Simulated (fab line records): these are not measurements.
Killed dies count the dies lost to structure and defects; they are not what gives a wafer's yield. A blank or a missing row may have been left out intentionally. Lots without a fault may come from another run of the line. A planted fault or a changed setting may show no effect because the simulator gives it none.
One fault seen from 2 desks ; flow sky130 ; each desk holds nothing but its own numbers, with what lay behind them at the end

== DESK OF THE TOOL OWNER: implanter-03 ==
SKY_SONOS_TUNNEL_IMPLANT_09, tool's own readings: per-lot mean of the sampled wafers with a number, covering each lot this tool ran. Any lot whose mean is over 4 standard deviations away from the usual mean is out of limits and marked OUT; that distance is given in the brackets.
Columns: A = dose ions cm2 at SKY_SONOS_TUNNEL_IMPLANT_09, usual 9.999e+11; B = faraday current uA at SKY_SONOS_TUNNEL_IMPLANT_09, usual 5.65
lot;first seen here;A;B
L447;day 12 03:55;1.000e+12;5.55
L449;day 13 00:53;5.950e+11 (-99 or more) OUT;3.41 (-19) OUT
L450;day 13 09:53;5.942e+11 (-99 or more) OUT;3.36 (-19) OUT
L463;day 17 19:43;9.995e+11;5.58
L464;day 18 13:17;9.998e+11;5.60
Finding of this desk: L449, L450 out of limits; the first was L449 at day 13 00:53, on dose ions cm2 at SKY_SONOS_TUNNEL_IMPLANT_09. L447, L463, L464 stayed within limits.

== METROLOGY DESK ==
What the gauges read for every lot (on any tool): the sampled wafers with a number, averaged. Any lot whose mean is over 4 standard deviations away from the usual mean is out of limits and marked OUT; that distance is given in the brackets.
Columns: A = VT_ADJUST_LVTN_01_OVL at SKY_VT_ADJUST_LVTN_OVL_MEAS_18, usual 0.1 nm; B = cd nm at SKY_VT_ADJUST_NCORE_CD_MEAS_07, usual 380.8 nm; C = SONOS_TUNNEL_TW at SKY_SONOS_TUNNEL_TW_MEAS_12, usual 197
lot;first seen here;A;B;C
L445;day 8 00:46;0.5;379.4;192
L447;day 8 09:55;-0.4;378.9;199
L449;day 9 02:56;-0.8;377.1;174 (-6.2) OUT
L450;day 9 11:32;0.8;383.1;174 (-6.2) OUT
L458;day 12 01:26;-0.1;381.7;193
L459;day 12 07:19;0.0;376.6;193
L460;day 12 08:25;-0.5;386.6;201
L461;day 12 12:55;1.2;381.6;192
L462;day 13 03:32;-1.1;376.7;194
L463;day 13 07:52;1.9;381.6;201
L464;day 13 23:07;-0.1;380.0;196
L467;day 14 08:38;-2.0;380.5;201
This desk reports L449, L450 out of limits; the earliest was L449 at day 13 01:28 (SONOS_TUNNEL_TW at SKY_SONOS_TUNNEL_TW_MEAS_12). L445, L447, L458, L459, L460, L461, L462, L463, L464, L467 stayed within limits.

== ALL TOGETHER ==
An alarm could have come from the tool owner's desk at day 13 00:53, on L449, L450.
Metrology desk: alarm possible at day 13 01:28 on L449, L450.
On implanter-03, each named lot ran SKY_SONOS_TUNNEL_IMPLANT_09.

== WHAT HAD BEEN PUT IN BY THE SIMULATOR ==
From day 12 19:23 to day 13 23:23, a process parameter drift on implanter-03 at SKY_SONOS_TUNNEL_IMPLANT_09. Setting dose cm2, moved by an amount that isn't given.
Shown lots that were struck: L449, L450.
Delay (hours) between the fault's onset and each desk's first out-of-limits reading: 6 at the tool owner's desk, 6 at the metrology desk.
